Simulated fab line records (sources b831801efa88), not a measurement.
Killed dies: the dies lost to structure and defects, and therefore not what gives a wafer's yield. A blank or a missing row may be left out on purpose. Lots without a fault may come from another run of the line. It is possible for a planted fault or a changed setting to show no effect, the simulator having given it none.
2 desks looking at one fault || flow sky130 || numbers are kept per desk, each desk with only its own; the story behind them comes last

== THE TOOL OWNER'S DESK: rie-metal-01 ==
The tool's own readings at SKY_METAL4_METAL_ETCH_18 (etches the open film in Cl2/BCl3, stops on SiO2, target depth 845 nm, time 183.1 s): means of the sampled wafers that have a number, for each lot that ran on this tool. A lot is out of limits, marked OUT, if its mean lies more than 4 standard deviations from the usual mean; the brackets give that distance.
Columns: A = drypump-motor-current-A at SKY_METAL4_METAL_ETCH_18, usual 5.7 A; B = mfc-cl2-sccm at SKY_METAL4_METAL_ETCH_18, usual 59.98 sccm; C = oes-product-au at SKY_METAL4_METAL_ETCH_18, usual 0.866 a.u.; D = throttle-valve-pct at SKY_METAL4_METAL_ETCH_18, usual 22.264 %
{"lot": "L368", "first seen here": "day 41 10:14", "A": 5.1, "B": 60.03, "C": 0.876, "D": 22.266}
{"lot": "L372", "first seen here": "day 43 01:06", "A": 5.8, "B": 60.16, "C": "0.834 (-4.7) OUT", "D": 22.264}
{"lot": "L376", "first seen here": "day 44 06:24", "A": 5.8, "B": 60.08, "C": 0.840, "D": 22.270}
{"lot": "L389", "first seen here": "day 47 08:48", "A": 6.1, "B": 60.03, "C": 0.862, "D": 22.266}
{"lot": "L391", "first seen here": "day 48 10:08", "A": 5.8, "B": 60.00, "C": 0.872, "D": 22.270}
{"lot": "L390", "first seen here": "day 48 13:25", "A": 5.4, "B": 59.92, "C": 0.860, "D": 22.264}
This desk's finding: out of limits on L372; first on L372, day 43 01:06 (oes-product-au at SKY_METAL4_METAL_ETCH_18). In limits: L368, L376, L389, L391, L390.

== METROLOGY DESK ==
What the gauges read for every lot (on any tool): the sampled wafers with a number, averaged. A lot is out of limits, marked OUT, if its mean lies more than 4 standard deviations from the usual mean; the brackets give that distance.
Columns: A = METAL4_OVL at SKY_METAL4_OVL_MEAS_14, usual -3 nm
{"lot": "L368", "first seen here": "day 41 09:56", "A": -3}
{"lot": "L372", "first seen here": "day 43 00:55", "A": 2}
{"lot": "L376", "first seen here": "day 44 06:13", "A": -9}
{"lot": "L381", "first seen here": "day 45 11:06", "A": -2}
{"lot": "L383", "first seen here": "day 45 21:21", "A": -4}
{"lot": "L385", "first seen here": "day 46 11:22", "A": -10}
{"lot": "L388", "first seen here": "day 47 05:44", "A": -3}
{"lot": "L389", "first seen here": "day 47 08:37", "A": -1}
{"lot": "L391", "first seen here": "day 48 09:57", "A": -3}
{"lot": "L390", "first seen here": "day 48 13:11", "A": 1}
Finding of this desk: none of the 10 lots has anything out of limits.

== ALL TOGETHER ==
The tool owner's desk had the chance to raise an alarm at day 43 01:06 on L372.
The metrology desk saw nothing out of limits.
The metrology desk holds a record of L372, inside its limits.
SKY_METAL4_METAL_ETCH_18 was run on rie-metal-01 by each of the lots named.

== WHAT WAS PUT IN BY THE SIMULATOR ==
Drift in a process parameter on rie-metal-01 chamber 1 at SKY_METAL4_METAL_ETCH_18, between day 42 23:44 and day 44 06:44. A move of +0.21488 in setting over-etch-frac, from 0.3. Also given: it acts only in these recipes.
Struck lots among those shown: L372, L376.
Time in hours from fault onset to the first out-of-limits reading at each desk: the tool owner's desk, 1.
